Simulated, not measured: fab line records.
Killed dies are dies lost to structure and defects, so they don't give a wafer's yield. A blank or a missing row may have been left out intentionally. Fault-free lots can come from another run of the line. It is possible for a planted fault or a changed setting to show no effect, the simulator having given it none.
The tool behind it: which one? | flow sky130 | 40 wafers from 14 lots sampled at 5 of the route's 708 steps

WHAT THE GAUGES READ, wafer by wafer
SKY_VT_ADJUST_LVTN_TW_MEAS_21. Usual: VT_ADJUST_LVTN_2_TW 187.9, standard deviation 1.4.
lot  | measured     | on            | VT_ADJUST_LVTN_2_TW | flag
L824 | day 7 18:47  | film metro-04 | 186.2 186.4 187.1   |
L825 | day 7 22:24  | film metro-04 | 185.4 185.9 185.6   |
L834 | day 10 10:40 | film metro-04 | 186.5 186.8         |
L835 | day 10 20:35 | film metro-04 | 186.3 186.3         |
L836 | day 11 01:01 | film metro-03 | 190.1 190.2 189.6   |
L837 | day 11 07:33 | film metro-01 | 188.9 188.6 189.2   |
L838 | day 11 12:49 | film metro-03 | 189.3 190.2 189.9   |
L841 | day 12 10:56 | film metro-04 | 186.9 187.2 187.5   |
L842 | day 12 20:49 | film metro-03 | 187.4 188.3 189.1   |
L843 | day 13 06:01 | film metro-01 | 188.6 188.1 187.4   |
L844 | day 13 08:54 | film metro-04 | 189.4 187.9 188.0   |
L845 | day 13 11:25 | film metro-01 | 188.3 187.3 188.5   |
L846 | day 13 21:28 | film metro-04 | 188.9 187.7 187.9   |
L847 | day 14 04:46 | film metro-03 | 189.1 189.1 189.7   |

SKY_VT_ADJUST_NCORE_CD_MEAS_07: target cd 380 nm. Usual: cd nm 380.2 nm, standard deviation 2.7.
lot  | measured     | on        | cd nm (nm)        | flag
L824 | day 8 15:26  | cd sem-01 | 381.1 379.0 378.0 |
L825 | day 8 19:50  | cd sem-01 | 379.8 377.3 375.4 |
L834 | day 11 09:43 | cd sem-02 | 378.5 308.1       | OFF
L835 | day 11 20:21 | cd sem-01 | 380.9 307.4       | OFF
L836 | day 12 00:13 | cd sem-02 | 380.9 382.9 381.7 |
L837 | day 12 07:28 | cd sem-01 | 385.5 384.5 384.9 |
L838 | day 12 12:41 | cd sem-01 | 383.4 379.7 382.0 |
L841 | day 13 12:41 | cd sem-02 | 379.0 377.1 377.3 |
L842 | day 13 21:25 | cd sem-02 | 383.9 385.4 385.3 |
L843 | day 14 07:22 | cd sem-01 | 377.8 379.8 379.4 |
L844 | day 14 10:34 | cd sem-01 | 382.0 383.2 383.3 |
L845 | day 14 13:25 | cd sem-02 | 378.2 378.4 376.8 |
L846 | day 14 22:59 | cd sem-02 | 379.5 379.3 378.1 |
L847 | day 15 06:37 | cd sem-01 | 384.9 383.6 382.6 |

SKY_SONOS_TUNNEL_CD_MEAS_07: target cd 410 nm. Usual: cd nm 409.7 nm, standard deviation 2.2.
lot  | measured     | on        | cd nm (nm)        | flag
L824 | day 11 10:11 | cd sem-02 | 408.1 408.7 407.7 |
L825 | day 11 14:23 | cd sem-02 | 404.2 404.8 406.8 |
L834 | day 14 14:09 | cd sem-01 | 408.2 409.5       |
L835 | day 15 00:43 | cd sem-01 | 409.7 409.7       |
L836 | day 15 05:26 | cd sem-02 | 409.7 411.3 412.5 |
L837 | day 15 14:05 | cd sem-01 | 409.5 407.7 409.5 |
L838 | day 15 20:23 | cd sem-01 | 410.2 408.7 408.1 |
L841 | day 16 21:50 | cd sem-01 | 408.6 410.0 409.4 |
L842 | day 17 07:34 | cd sem-01 | 411.3 408.4 411.5 |
L843 | day 17 17:49 | cd sem-01 | 408.6 409.1 412.8 |
L844 | day 17 22:19 | cd sem-01 | 411.1 410.6 410.8 |
L845 | day 18 01:40 | cd sem-02 | 409.6 407.9 408.2 |
L846 | day 18 12:59 | cd sem-01 | 410.7 408.8 410.2 |
L847 | day 18 20:19 | cd sem-01 | 406.9 407.1 407.2 |

WHAT TOOL EACH LOT RAN ON (gives the tool, then ch and the chambers of the sampled wafers, and finally the start)
lot  | SKY_DNWELL_STRIP_08                 | SKY_VT_ADJUST_NCORE_DEVELOP_06
L824 | plasma asher-03 ch 0,1, day 3 05:07 | litho track-04 ch 0, day 8 15:17
L825 | plasma asher-03 ch 0,1, day 3 09:03 | litho track-03 ch 0, day 8 19:41
L834 | plasma asher-01 ch 0,1, day 5 08:19 | litho track-01 ch 0, day 11 09:34
L835 | plasma asher-02 ch 1, day 5 17:01   | litho track-01 ch 0, day 11 20:13
L836 | plasma asher-02 ch 0,1, day 5 20:22 | litho track-03 ch 0, day 12 00:04
L837 | plasma asher-03 ch 0,1, day 6 01:46 | litho track-04 ch 0, day 12 07:19
L838 | plasma asher-02 ch 0,1, day 6 06:10 | litho track-04 ch 0, day 12 12:32
L841 | plasma asher-01 ch 0,1, day 6 23:21 | litho track-03 ch 0, day 13 12:32
L842 | plasma asher-03 ch 0,1, day 7 05:57 | litho track-03 ch 0, day 13 21:16
L843 | plasma asher-01 ch 0,1, day 7 12:31 | litho track-03 ch 0, day 14 07:13
L844 | plasma asher-03 ch 0,1, day 7 14:37 | litho track-03 ch 0, day 14 10:25
L845 | plasma asher-02 ch 0,1, day 7 17:45 | litho track-03 ch 0, day 14 13:16
L846 | plasma asher-01 ch 0,1, day 8 01:17 | litho track-04 ch 0, day 14 22:50
L847 | plasma asher-01 ch 0, day 8 08:07   | litho track-04 ch 0, day 15 06:28
- SKY_DNWELL_STRIP_08: strips in O2/N2.
- SKY_VT_ADJUST_NCORE_DEVELOP_06: develop time 60 s.

AS READ BY THE TOOLS THEMSELVES (means over the sampled wafers that have a number; for cases with no such wafer, the mark the record gives instead)
SKY_DNWELL_STRIP_08. Usual: drypump motor current A 5.7 A, standard deviation 0.5; oes product au 0.722 a.u., standard deviation 0.0048; strip time to endpoint s 36.93 s, standard deviation 0.1.
lot  | tool            | drypump motor current A (A) | oes product au (a.u.) | strip time to endpoint s (s) | flag
L824 | plasma asher-03 | 5.7                         | 0.716                 | 36.93                        |
L825 | plasma asher-03 | 5.7                         | 0.723                 | 37.10                        |
L834 | plasma asher-01 | 6.0                         | 0.726                 | 36.97                        |
L835 | plasma asher-02 | 5.4                         | 0.722                 | 37.02                        |
L836 | plasma asher-02 | 5.5                         | 0.721                 | 36.73                        |
L837 | plasma asher-03 | 5.7                         | 0.724                 | 36.98                        |
L838 | plasma asher-02 | 5.5                         | 0.726                 | 36.96                        |
L841 | plasma asher-01 | 5.8                         | 0.722                 | 36.98                        |
L842 | plasma asher-03 | 6.1                         | 0.721                 | 36.86                        |
L843 | plasma asher-01 | 6.2                         | 0.718                 | 36.91                        |
L844 | plasma asher-03 | 5.7                         | 0.723                 | 36.90                        |
L845 | plasma asher-02 | 5.5                         | 0.724                 | 36.97                        |
L846 | plasma asher-01 | 6.2                         | 0.723                 | 36.96                        |
L847 | plasma asher-01 | 6.6                         | 0.721                 | 36.78                        |

THE ANSWER, worked out from the rows above alone
Rule: a lot is off if the mean of its wafers that have a number lies more than 3 standard deviations from the usual mean. Also off: a lot with no number at a reading for which 4 or more lots have one. Where the step has rows for the other lots, those lots are counted as sound. Order of review: gauges by route order, followed by the tools' own readings, for which a lot's mean as printed above is used. The first step at which some lot is off is used, and at that step the reading that is off furthest; a lot without a number counts as furthest.
Off at SKY_VT_ADJUST_NCORE_CD_MEAS_07 (cd nm): L834, L835.
If a tool, at a process step before that reading, ran all the lots that are off and no sound lot after the first of them, it fits. Those tools and the gauges at SKY_VT_ADJUST_NCORE_CD_MEAS_07 are tried in the same way. One fits: SKY_VT_ADJUST_NCORE_DEVELOP_06 on litho track-01. It ran no sound lot before its first lot that is off in this sample, so the start can't be narrowed down.

WHAT THE SIMULATOR PUT IN
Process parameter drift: litho track-01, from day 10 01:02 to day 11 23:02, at SKY_VT_ADJUST_NCORE_DEVELOP_06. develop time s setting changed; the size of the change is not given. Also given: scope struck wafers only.
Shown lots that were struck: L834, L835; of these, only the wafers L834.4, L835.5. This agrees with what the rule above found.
